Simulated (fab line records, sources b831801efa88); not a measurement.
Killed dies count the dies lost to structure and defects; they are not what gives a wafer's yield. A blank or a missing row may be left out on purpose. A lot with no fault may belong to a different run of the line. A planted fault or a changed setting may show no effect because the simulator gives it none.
fab line records ; flow gf180mcu ; part 2 of 2: steps 26 to 35 of 35
record: lots: 5; wafers: 15; lastDay: 33
route steps=602 shown POLY_GATE@167 HV_LDD@176
lots that met no fault: from a run of the same line without faults
startH: start of the lot's first displayed wafer, in hours after the record's first day ; waitH: how many hours have passed since the lot's step before this one ; " same as the row above ; L1.1+2: a single row standing in for several wafers ; - no value, or no start was given ; * or withheld: withheld ; < > ~ a bound
route shown NAME@n: NAME is a module with steps in the file, n the number in the route of the first one ; usual: the fault-free wafers' mean and standard deviation ; same: alike in all rows ; chamber/n: place in a boat ; sites: per-site readings ; _std_site: standard deviation across them ; _edge_site: inner sites' mean taken away from outer sites' mean ; radiusMm: for every site, how far away it sits from the centre of the wafer ; mask NAME#n: copy n ; behind: the last tool/chamber to shape the wafer ; hold: why the lot was held/for how many hours/how that ended ; device: names the non-switching transistor (n, p or np) ; end of line: the route-end tests of the same wafers ; for a step that has no rows: nothing shown but its recipe ; killed: at the first sort, the dies lost to defects and structure; wafer yield is something else ; map: a wafer's dies, x killed, . not, _ none there
set.NAME: the setting that was run; set.NAME@STEP: the one run at that earlier step ; model.NAME: the simulator's own value behind a step, which no gauge read
lots at selected steps of the route; one table per step, one row per wafer
services: the hour from which a tool's chamber was out of use, counted from the record's first day as startH (under 0 if before that day), plus the number of hours and why
== steps ==
step: GF_HV_LDD_EXPOSE_16
recipe: maskId: Pplus_LV_AREA; targetCdNm: 400; na: 0.6; sourceShape: conventional; sigmaOuter: 0.6; doseMj: 140
lot.wafer;tool;chamber;startH;waitH;mask
L077.1+2+5;ilineStepper-01;0;-;-;Pplus_LV_AREA#0
L080.1+2+3;ilineStepper-02;0;-;-;Pplus_LV_AREA#0
L090.1+4+6;ilineStepper-01;0;-;-;Pplus_LV_AREA#0
L093.2+3+4;ilineStepper-01;0;-;-;Pplus_LV_AREA#0
L095.1+3+4;ilineStepper-02;0;-;-;Pplus_LV_AREA#0
step: GF_HV_LDD_PEB_17
recipe: tempC: withheld; timeS: *; resist: NOVOLAK
usual: chillPlateTempC: *
lot.wafer;tool;chamber;startH;waitH;chillPlateTempC
L077.1;lithoTrack-03;0;-;-;*
L077.2;lithoTrack-03;0;-;-;*
L077.5;lithoTrack-03;0;-;-;*
L080.1;lithoTrack-03;0;-;-;*
L080.2;lithoTrack-03;0;-;-;*
L080.3;lithoTrack-03;0;-;-;*
L090.1;lithoTrack-01;0;-;-;*
L090.4;lithoTrack-01;0;-;-;*
L090.6;lithoTrack-01;0;-;-;*
L093.2;lithoTrack-02;0;-;-;*
L093.3;lithoTrack-02;0;-;-;*
L093.4;lithoTrack-02;0;-;-;*
L095.1;lithoTrack-02;0;-;-;*
L095.3;lithoTrack-02;0;-;-;*
L095.4;lithoTrack-02;0;-;-;*
step: GF_HV_LDD_DEVELOP_18
recipe: developTimeS: 60; devTempC: 23
usual: chillPlateTempC: 22.99/0.099
lot.wafer;tool;chamber;startH;waitH;chillPlateTempC
L077.1;lithoTrack-03;0;244.87;0.1;23.00
L077.2;lithoTrack-03;0;244.87;0.1;22.93
L077.5;lithoTrack-03;0;244.87;0.1;22.84
L080.1;lithoTrack-03;0;267.12;0.1;22.91
L080.2;lithoTrack-03;0;267.12;0.1;23.04
L080.3;lithoTrack-03;0;267.12;0.1;22.98
L090.1;lithoTrack-01;0;348.83;0.1;22.85
L090.4;lithoTrack-01;0;348.83;0.1;22.91
L090.6;lithoTrack-01;0;348.83;0.1;22.71
L093.2;lithoTrack-02;0;369.38;0.1;23.05
L093.3;lithoTrack-02;0;369.38;0.1;23.06
L093.4;lithoTrack-02;0;369.38;0.1;23.01
L095.1;lithoTrack-02;0;388.60;0.1;22.89
L095.3;lithoTrack-02;0;388.60;0.1;23.04
L095.4;lithoTrack-02;0;388.60;0.1;22.93
step: GF_HV_LDD_CD_MEAS_19
recipe: targetCdNm: 400
usual: cdNm: 400.4/2.3
lot.wafer;tool;chamber;startH;waitH;cdNm
L077.1;cdSem-02;-;245.02;0.1;398.4
L077.2;cdSem-02;-;245.02;0.1;397.9
L077.5;cdSem-02;-;245.02;0.1;399.8
L080.1;cdSem-01;-;267.27;0.1;399.1
L080.2;cdSem-01;-;267.27;0.1;400.5
L080.3;cdSem-01;-;267.27;0.1;402.5
L090.1;cdSem-01;-;348.98;0.1;400.0
L090.4;cdSem-01;-;348.98;0.1;401.6
L090.6;cdSem-01;-;348.98;0.1;399.9
L093.2;cdSem-02;-;369.52;0.1;401.9
L093.3;cdSem-02;-;369.52;0.1;401.6
L093.4;cdSem-02;-;369.52;0.1;401.0
L095.1;cdSem-02;-;388.75;0.1;401.2
L095.3;cdSem-02;-;388.75;0.1;405.1
L095.4;cdSem-02;-;388.75;0.1;402.5
step: GF_HV_LDD_OVL_MEAS_20
usual: HV_LDD_01_OVL: 0.1/1.1
lot.wafer;tool;chamber;startH;waitH;HV_LDD_01_OVL[nm]
L077.1;overlay-01;-;245.14;0.1;-0.4
L077.2;overlay-01;-;245.14;0.1;0.4
L077.5;overlay-01;-;245.14;0.1;0.5
L080.1;overlay-01;-;267.39;0.1;0.3
L080.2;overlay-01;-;267.39;0.1;-1.3
L080.3;overlay-01;-;267.39;0.1;-1.4
L090.1;overlay-01;-;349.10;0.1;-0.2
L090.4;overlay-01;-;349.10;0.1;1.0
L090.6;overlay-01;-;349.10;0.1;0.6
L093.2;overlay-02;-;369.63;0.1;1.4
L093.3;overlay-02;-;369.63;0.1;-1.7
L093.4;overlay-02;-;369.63;0.1;-0.7
L095.1;overlay-01;-;388.87;0.1;-0.8
L095.3;overlay-01;-;388.87;0.1;0.8
L095.4;overlay-01;-;388.87;0.1;0.1
step: GF_HV_LDD_IMPLANT_21
recipe: species: BF2; energyKev: 25; doseCm2: 5e+13; tiltDeg: 7
lot.wafer;tool;chamber;startH;waitH
L077.1+2+5;implanter-02;0;245.18;0.0
L080.1+2+3;implanter-02;0;267.43;0.0
L090.1+4+6;implanter-02;0;349.14;0.0
L093.2+3+4;implanter-04;0;369.68;0.0
L095.1+3+4;implanter-01;0;388.91;0.0
step: GF_HV_LDD_STRIP_22
recipe: chemistry: O2/N2; powerW: 1400; pressureMtorr: 1500; platenTempC: 250; o2FlowSccm: 3000; n2FlowSccm: 300; overashFraction: 0.5
usual: chamberPressureMTorr: 1500/3.6; drypumpMotorCurrentA: 5.74/0.27; heaterPowerW: 338/33; oesProductAu: 0.716/0.0045; stripTimeToEndpointS: 12.64/0.034
lot.wafer;tool;chamber;startH;waitH;chamberPressureMTorr;drypumpMotorCurrentA;heaterPowerW;oesProductAu;rfHoursCounterH;stripTimeToEndpointS
L077.1;plasmaAsher-01;1;245.33;0.1;1503;5.60;381;0.713;53;12.61
L077.2;plasmaAsher-01;0;245.33;0.1;1500;5.85;363;0.712;53;12.63
L077.5;plasmaAsher-01;0;245.33;0.1;1501;5.93;350;0.716;-;12.62
L080.1;plasmaAsher-04;0;267.58;0.1;1501;5.76;309;0.719;49;12.65
L080.2;plasmaAsher-04;1;267.58;0.1;1496;5.72;352;0.719;49;12.64
L080.3;plasmaAsher-04;1;267.58;0.1;1502;5.70;352;0.715;-;12.65
L090.1;plasmaAsher-02;1;349.29;0.1;1501;5.21;288;0.713;24;12.70
L090.4;plasmaAsher-02;0;349.29;0.1;1498;6.15;322;0.707;-;12.64
L090.6;plasmaAsher-02;0;349.29;0.1;1500;6.14;331;0.721;-;12.64
L093.2;plasmaAsher-04;1;369.81;0.1;1499;5.72;344;0.719;62;12.62
L093.3;plasmaAsher-04;0;369.81;0.1;1499;5.79;311;0.709;-;12.58
L093.4;plasmaAsher-04;1;369.81;0.1;1498;5.69;346;0.717;-;12.62
L095.1;plasmaAsher-02;0;389.06;0.1;1498;6.15;316;0.719;29;12.62
L095.3;plasmaAsher-02;0;389.06;0.1;1499;6.13;321;0.713;-;12.61
L095.4;plasmaAsher-02;1;389.06;0.1;1498;5.22;286;0.709;-;12.59
step: GF_HV_LDD_TW_MEAS_23
usual: HV_LDD_2_TW: 1049/8.9
lot.wafer;tool;chamber;startH;waitH;HV_LDD_2_TW
L077.1;filmMetro-01;-;245.43;0.1;1063
L077.2;filmMetro-01;-;245.43;0.1;1066
L077.5;filmMetro-01;-;245.43;0.1;1063
L080.1;filmMetro-04;-;267.68;0.1;1045
L080.2;filmMetro-04;-;267.68;0.1;1051
L080.3;filmMetro-04;-;267.68;0.1;1054
L090.1;filmMetro-04;-;349.39;0.1;1047
L090.4;filmMetro-04;-;349.39;0.1;1057
L090.6;filmMetro-04;-;349.39;0.1;1043
L093.2;filmMetro-01;-;369.92;0.1;1061
L093.3;filmMetro-01;-;369.92;0.1;1061
L093.4;filmMetro-01;-;369.92;0.1;1060
L095.1;filmMetro-01;-;389.16;0.1;1056
L095.3;filmMetro-01;-;389.16;0.1;1062
L095.4;filmMetro-01;-;389.16;0.1;1051
step: GF_HV_LDD_DEHYDRATE_24
recipe: tempC: 200; timeS: 60
usual: chillPlateTempC: 23.01/0.095
lot.wafer;tool;chamber;startH;waitH;chillPlateTempC
L077.1;lithoTrack-02;0;253.35;7.9;23.06
L077.2;lithoTrack-02;0;253.35;7.9;23.07
L077.5;lithoTrack-02;0;253.35;7.9;23.01
L080.1;lithoTrack-02;0;276.55;8.9;22.95
L080.2;lithoTrack-02;0;276.55;8.9;22.94
L080.3;lithoTrack-02;0;276.55;8.9;22.97
L090.1;lithoTrack-02;0;359.40;10.0;22.94
L090.4;lithoTrack-02;0;359.40;10.0;23.03
L090.6;lithoTrack-02;0;359.40;10.0;23.03
L093.2;lithoTrack-02;0;380.23;10.3;23.05
L093.3;lithoTrack-02;0;380.23;10.3;22.95
L093.4;lithoTrack-02;0;380.23;10.3;23.08
L095.1;lithoTrack-02;0;400.45;11.3;22.90
L095.3;lithoTrack-02;0;400.45;11.3;22.82
L095.4;lithoTrack-02;0;400.45;11.3;22.90
step: GF_HV_LDD_HMDS_25
recipe: primeTimeS: 60; primeTempC: 120
usual: chillPlateTempC: 23.00/0.11
lot.wafer;tool;chamber;startH;waitH;chillPlateTempC
L077.1;lithoTrack-02;0;253.50;0.1;23.11
L077.2;lithoTrack-02;0;253.50;0.1;23.04
L077.5;lithoTrack-02;0;253.50;0.1;23.13
L080.1;lithoTrack-02;0;276.70;0.1;23.14
L080.2;lithoTrack-02;0;276.70;0.1;22.94
L080.3;lithoTrack-02;0;276.70;0.1;23.10
L090.1;lithoTrack-02;0;359.55;0.1;23.02
L090.4;lithoTrack-02;0;359.55;0.1;23.15
L090.6;lithoTrack-02;0;359.55;0.1;23.06
L093.2;lithoTrack-02;0;380.38;0.1;23.09
L093.3;lithoTrack-02;0;380.38;0.1;22.94
L093.4;lithoTrack-02;0;380.38;0.1;23.05
L095.1;lithoTrack-02;0;400.60;0.1;22.96
L095.3;lithoTrack-02;0;400.60;0.1;22.99
L095.4;lithoTrack-02;0;400.60;0.1;22.98
== services ==
tool;chamber;startH;hours;kind
implanter-02;-;182.38;2.0;repair
rieSi-01;0;189.47;5.4;repair
rieSi-02;1;191.64;1.8;repair
implanter-02;-;196.99;4.5;pm
plasmaAsher-02;-;205.67;0.4;repair
rieDiel-02;-;222.35;4.3;pm
rieSi-02;1;238.88;35.3;repair
plasmaAsher-01;-;246.30;4.7;repair
furnace-01;-;255.72;3.1;pm
plasmaAsher-02;-;257.19;14.6;pm
furnace-01;-;258.86;3.4;pm
ilineStepper-02;-;260.60;9.8;repair
plasmaAsher-02;-;275.41;2.8;repair
plasmaAsher-03;-;306.73;44.6;repair
rieSi-01;3;306.81;4.9;repair
implanter-01;-;316.94;2.4;repair
rieSi-01;3;327.27;2.7;repair
ilineStepper-01;-;347.84;1.7;pm
ilineStepper-02;-;349.51;1.7;pm
ilineStepper-02;-;362.24;4.4;pm
ilineStepper-01;-;373.94;4.4;pm
implanter-04;-;374.45;2.9;pm
implanter-04;-;377.39;3.1;pm
plasmaAsher-04;-;379.11;3.7;repair
